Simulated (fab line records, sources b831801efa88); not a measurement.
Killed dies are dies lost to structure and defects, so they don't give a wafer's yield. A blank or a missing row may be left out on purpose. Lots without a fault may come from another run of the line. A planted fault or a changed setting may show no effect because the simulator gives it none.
Which tool did it? | flow sky130 | 6 lots, 18 wafers sampled, at 2 steps of a route of 708

WHAT THE GAUGES READ, wafer by wafer
SKY_NWELL_TW_MEAS_26.
lot  | measured     | on            | NWELL_2_TW
L116 | day 5 17:52  | film_metro-03 | 496 494 498
L118 | day 6 06:58  | film_metro-02 | 505 505 504
L122 | day 7 10:20  | film_metro-03 | 30 496 492
L132 | day 9 18:13  | film_metro-02 | 504 504 504
L134 | day 10 10:19 | film_metro-03 | 488 491 494
L136 | day 10 20:31 | film_metro-04 | 499 497 495

WHICH TOOL RAN EACH LOT (tool, then ch and the chambers of the sampled wafers, then the start)
lot  | SKY_NWELL_DEVELOP_22
L116 | litho_track-02 ch 0, day 5 17:00
L118 | litho_track-02 ch 0, day 6 06:00
L122 | litho_track-02 ch 0, day 7 09:00
L132 | litho_track-01 ch 0, day 9 17:00
L134 | litho_track-01 ch 0, day 10 09:00
L136 | litho_track-01 ch 0, day 10 20:00
- SKY_NWELL_DEVELOP_22: develop time 60 s.

THE ANSWER, worked out from the rows above alone
Rule: what is usual is taken from the lots themselves. Put in order of their means at a reading, lots are off if they are a third of the lots or fewer, leave a main group of 4 or more, and stand apart from it by a gap of 3 or more times the standard deviation of the main group's means; of several such gaps the widest counts. A main group whose means are all the same, to the digits that the tables above print for the reading, isn't used. A lot without any number at a reading at which 4 lots or more have one is off too. The other lots that the step has rows for count as sound.
Off: L122, at SKY_NWELL_TW_MEAS_26 (NWELL_2_TW). The main group: mean 499, standard deviation 5.2.
A tool fits if, at a process step before that reading, it ran every lot that is off, and no sound lot after the first of them. The gauges at SKY_NWELL_TW_MEAS_26 are tried like those tools. One fits: litho_track-02 at SKY_NWELL_DEVELOP_22. Its last sound lot is L118 (day 6 06:00), its first lot that is off L122 (day 7 09:00): a fault that began between those two fits.

WHAT THE SIMULATOR HAD PUT IN
Process parameter drift: litho_track-02, from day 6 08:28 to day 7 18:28, at SKY_NWELL_DEVELOP_22. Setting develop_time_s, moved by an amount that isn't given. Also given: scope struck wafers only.
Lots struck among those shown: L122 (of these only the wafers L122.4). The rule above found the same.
